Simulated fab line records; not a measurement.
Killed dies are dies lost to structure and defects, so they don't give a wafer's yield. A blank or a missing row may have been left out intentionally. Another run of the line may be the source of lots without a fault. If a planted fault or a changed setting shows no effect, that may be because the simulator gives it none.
What tool caused it?    flow sky130    Sampling: 7 lots, 21 wafers, 4 of 708 route steps

## WHAT THE GAUGES READ, wafer by wafer
SKY_VIA1_THK_MEAS_01.
lot   measured      on             VIA1_HDPCVD_THK (nm)
L941  day 33 07:14  film_metro-04  1042 1030 1027
L945  day 34 18:26  film_metro-03  1008 1019 1013
L948  day 35 18:59  film_metro-04  1030 1035 1027
L951  day 36 17:11  film_metro-01  1030 1032 1034
L955  day 37 10:24  film_metro-04  1030 1040 1036
L958  day 38 15:16  film_metro-03  1025 1021 1018
L962  day 40 02:19  film_metro-04  1041 810 791 1041 810 790

## WHICH TOOL RAN EACH LOT (tool, then ch and the chambers of the sampled wafers, then the start)
lot   SKY_METAL1_SPUTTER_00         SKY_METAL1_DESCUM_17               SKY_VIA1_HDPCVD_00
L941  pvd_sputter-04, day 32 02:59  rie_metal-03 ch 0,1, day 33 06:17  hdpcvd-02 ch 0,1, day 33 07:07
L945  pvd_sputter-03, day 33 15:01  rie_metal-03 ch 0,1, day 34 17:33  hdpcvd-01 ch 0,1,2, day 34 18:19
L948  pvd_sputter-04, day 34 14:56  rie_metal-03 ch 0,1, day 35 18:02  hdpcvd-02 ch 0,1,2, day 35 18:52
L951  pvd_sputter-02, day 35 14:16  rie_metal-03 ch 0,1, day 36 16:14  hdpcvd-01 ch 1,2, day 36 17:04
L955  pvd_sputter-02, day 36 08:46  rie_metal-01 ch 0,1, day 37 09:26  hdpcvd-02 ch 0,1, day 37 10:17
L958  pvd_sputter-02, day 37 12:53  rie_metal-02 ch 0,1, day 38 14:23  hdpcvd-02 ch 1,2, day 38 15:10
L962  pvd_sputter-03, day 39 00:39  rie_metal-03 ch 0, day 40 01:14    hdpcvd-02 ch 0,1, day 40 02:11
- SKY_METAL1_SPUTTER_00: material Ti, target thk 15 nm, time 10 s.
- SKY_METAL1_DESCUM_17: chemistry O2, time 8 s.
- SKY_VIA1_HDPCVD_00: deposits SiO2, target thk 1030 nm, time 171.7 s.

## THE ANSWER, worked out from the rows above alone
Rule: what is usual is taken from the lots themselves. Put in order of their means at a reading, lots are off if they are a third of the lots or fewer, leave a main group of 4 or more, and stand apart from it by a gap of 3 or more times the standard deviation of the main group's means; of several such gaps the widest counts. A main group is skipped when, at the precision printed for the reading in the tables above, its means are all equal. A lot without any number at a reading at which 4 lots or more have one is off too. Any other lot the step has rows for is counted as sound.
Off: L962, seen at SKY_VIA1_THK_MEAS_01 (VIA1_HDPCVD_THK). For the main group the mean is 1028 nm and the standard deviation 7.8.
If a tool, at a process step before that reading, ran all the lots that are off and no sound lot after the first of them, it fits. Those tools and the gauges at SKY_VIA1_THK_MEAS_01 are tried in the same way. Can't be told from this: 4 tools fit, pvd_sputter-03 at SKY_METAL1_SPUTTER_00, rie_metal-03 at SKY_METAL1_DESCUM_17, hdpcvd-02 at SKY_VIA1_HDPCVD_00, film_metro-04 at SKY_VIA1_THK_MEAS_01.

## WHAT THE SIMULATOR HAD PUT IN
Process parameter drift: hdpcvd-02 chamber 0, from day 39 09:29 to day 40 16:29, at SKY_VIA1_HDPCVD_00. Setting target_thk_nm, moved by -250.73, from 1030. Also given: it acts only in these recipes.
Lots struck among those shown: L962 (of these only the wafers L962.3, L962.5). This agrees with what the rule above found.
